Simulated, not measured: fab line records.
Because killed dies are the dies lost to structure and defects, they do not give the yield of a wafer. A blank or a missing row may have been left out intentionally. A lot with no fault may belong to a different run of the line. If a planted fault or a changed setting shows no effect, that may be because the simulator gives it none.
What tool caused it? ; flow sky130 ; 11 lots with 32 wafers sampled at 5 steps, on a route of 708 steps

## WHAT THE GAUGES SHOWED, per wafer
SKY_VIA3_THK_MEAS_01. Usual: VIA3_HDPCVD_THK gives 1637 nm (standard deviation 14).
lot;measured;on;VIA3_HDPCVD_THK (nm);flag
L156;day 38 04:13;filmMetro-04;1637 1651 1639;
L159;day 39 17:09;filmMetro-02;1615 1629 1638;
L163;day 40 21:00;filmMetro-01;1634 1626 1638;
L164;day 41 03:56;filmMetro-01;1652 1655 1620;
L166;day 41 18:38;filmMetro-01;1658 1987 1635;OFF
L167;day 42 00:56;filmMetro-02;1639 1963;OFF
L175;day 44 19:11;filmMetro-01;1640 1622 1636;
L176;day 44 20:59;filmMetro-04;1647 1665 1648;
L177;day 44 22:37;filmMetro-01;1641 1641 1638;
L178;day 45 04:43;filmMetro-02;1642 1657 1644;
L179;day 45 07:42;filmMetro-04;1640 1635 1640;

## WHAT TOOL EACH LOT RAN ON (gives the tool, then ch and the chambers of the sampled wafers, and finally the start)
lot;SKY_METAL2_STRIP_20;SKY_VIA2_SPUTTER_20;SKY_METAL3_SPUTTER_03;SKY_VIA3_HDPCVD_00
L156;plasmaAsher-01 ch 1, day 34 16:55;pvdSputter-02, day 35 21:22;pvdSputter-04, day 35 22:08;hdpcvd-02 ch 0,1, day 38 04:02
L159;plasmaAsher-01 ch 0,1, day 36 07:53;pvdSputter-03, day 37 11:32;pvdSputter-02, day 37 12:17;hdpcvd-01 ch 0,1,2, day 39 16:58
L163;plasmaAsher-04 ch 0,1, day 37 14:37;pvdSputter-03, day 38 17:22;pvdSputter-01, day 38 18:08;hdpcvd-01 ch 0,2, day 40 20:49
L164;plasmaAsher-03 ch 1, day 37 21:06;pvdSputter-03, day 38 23:29;pvdSputter-02, day 39 00:14;hdpcvd-01 ch 0,1,2, day 41 03:46
L166;plasmaAsher-01 ch 0,1, day 38 12:52;pvdSputter-03, day 39 15:59;pvdSputter-02, day 39 16:44;hdpcvd-01 ch 0,1,2, day 41 18:27
L167;plasmaAsher-01 ch 0,1, day 38 19:11;pvdSputter-03, day 39 21:26;pvdSputter-04, day 39 22:11;hdpcvd-01 ch 0,1, day 42 00:45
L175;plasmaAsher-03 ch 0,1, day 41 18:10;pvdSputter-04, day 42 19:50;pvdSputter-02, day 42 20:35;hdpcvd-02 ch 0,2, day 44 19:01
L176;plasmaAsher-01 ch 0,1, day 41 19:36;pvdSputter-02, day 42 21:25;pvdSputter-04, day 42 22:11;hdpcvd-01 ch 0,1,2, day 44 20:49
L177;plasmaAsher-03 ch 0,1, day 41 21:03;pvdSputter-04, day 42 22:43;pvdSputter-02, day 42 23:29;hdpcvd-02 ch 1,2, day 44 22:26
L178;plasmaAsher-03 ch 0,1, day 42 04:10;pvdSputter-04, day 43 05:59;pvdSputter-01, day 43 06:44;hdpcvd-01 ch 0,2, day 45 04:32
L179;plasmaAsher-03 ch 0, day 42 07:01;pvdSputter-03, day 43 08:13;pvdSputter-04, day 43 08:58;hdpcvd-01 ch 0,1, day 45 07:31
- SKY_METAL2_STRIP_20: strips in O2/N2.
- SKY_VIA2_SPUTTER_20: material TiN, target thk 20 nm, time 80 s.
- SKY_METAL3_SPUTTER_03: material Ti, target thk 5 nm, time 3.3 s.
- SKY_VIA3_HDPCVD_00: deposits SiO2, target thk 1635 nm, time 272.5 s.

## AS READ BY THE TOOLS THEMSELVES (means over the sampled wafers that have a number; for cases with no such wafer, the mark the record gives instead)
SKY_METAL2_STRIP_20. Usual: drypumpMotorCurrentA 6.0 A, standard deviation 0.5; oesProductAu 0.342 a.u., standard deviation 0.0047; stripTimeToEndpointS 2.66 s, standard deviation 0.034.
lot;tool;drypumpMotorCurrentA (A);oesProductAu (a.u.);stripTimeToEndpointS (s);flag
L156;plasmaAsher-01;6.6;0.343;2.66;
L159;plasmaAsher-01;6.6;0.344;2.70;
L163;plasmaAsher-04;5.3;0.346;2.70;
L164;plasmaAsher-03;5.7;0.347;2.72;
L166;plasmaAsher-01;6.5;0.339;2.67;
L167;plasmaAsher-01;6.5;0.339;2.62;
L175;plasmaAsher-03;5.7;0.341;2.66;
L176;plasmaAsher-01;6.6;0.343;2.66;
L177;plasmaAsher-03;5.7;0.341;2.67;
L178;plasmaAsher-03;5.6;0.348;2.73;
L179;plasmaAsher-03;5.6;0.340;2.66;

SKY_VIA2_SPUTTER_20. Usual: 30.1 % for throttleValvePct, sd 1.1.
lot;tool;throttleValvePct (%);flag
L156;pvdSputter-02;30.2;
L159;pvdSputter-03;29.9;
L163;pvdSputter-03;29.1;
L164;pvdSputter-03;29.8;
L166;pvdSputter-03;30.9;
L167;pvdSputter-03;30.3;
L175;pvdSputter-04;30.6;
L176;pvdSputter-02;29.9;
L177;pvdSputter-04;29.3;
L178;pvdSputter-04;29.9;
L179;pvdSputter-03;30.6;

SKY_METAL3_SPUTTER_03. Usual: 29.8 % for throttleValvePct, sd 0.97.
lot;tool;throttleValvePct (%);flag
L156;pvdSputter-04;29.5;
L159;pvdSputter-02;29.9;
L163;pvdSputter-01;28.8;
L164;pvdSputter-02;29.4;
L166;pvdSputter-02;29.4;
L167;pvdSputter-04;30.5;
L175;pvdSputter-02;29.5;
L176;pvdSputter-04;30.9;
L177;pvdSputter-02;29.8;
L178;pvdSputter-01;29.2;
L179;pvdSputter-04;30.1;

SKY_VIA3_HDPCVD_00. Usual: runLengthS 300.1 s, standard deviation 0.54; sih4FlowSccm 60.03 sccm, standard deviation 0.17.
lot;tool;runLengthS (s);sih4FlowSccm (sccm);flag
L156;hdpcvd-02;300.6;59.98;
L159;hdpcvd-01;299.9;60.05;
L163;hdpcvd-01;299.6;59.99;
L164;hdpcvd-01;300.0;60.13;
L166;hdpcvd-01;318.3;59.91;OFF
L167;hdpcvd-01;327.8;60.03;OFF
L175;hdpcvd-02;300.3;60.24;
L176;hdpcvd-01;299.9;60.10;
L177;hdpcvd-02;300.1;60.00;
L178;hdpcvd-01;299.9;59.85;
L179;hdpcvd-01;300.1;60.12;

## THE ANSWER, worked out from the rows above alone
Rule: a lot counts as off when the mean over its wafers that have a number is more than 3 standard deviations away from the usual mean. Also off: a lot with no number at a reading for which 4 or more lots have one. All remaining lots with rows at the step are treated as sound. After the gauges, taken in route order, come the tools' own readings; for these a lot's mean is taken, as printed above. At the first step where some lot is off, the reading lying furthest off is the one used; lots without a number count as furthest.
Off: L166, L167, seen at SKY_VIA3_THK_MEAS_01 (VIA3_HDPCVD_THK).
If a tool, at a process step before that reading, ran all the lots that are off and no sound lot after the first of them, it fits. The gauges at SKY_VIA3_THK_MEAS_01 aren't tried: what is off there is off at SKY_VIA3_HDPCVD_00 too, on other tools, and a gauge's error can't cause that. None of those tried fits.

## WHAT THE SIMULATOR PUT IN
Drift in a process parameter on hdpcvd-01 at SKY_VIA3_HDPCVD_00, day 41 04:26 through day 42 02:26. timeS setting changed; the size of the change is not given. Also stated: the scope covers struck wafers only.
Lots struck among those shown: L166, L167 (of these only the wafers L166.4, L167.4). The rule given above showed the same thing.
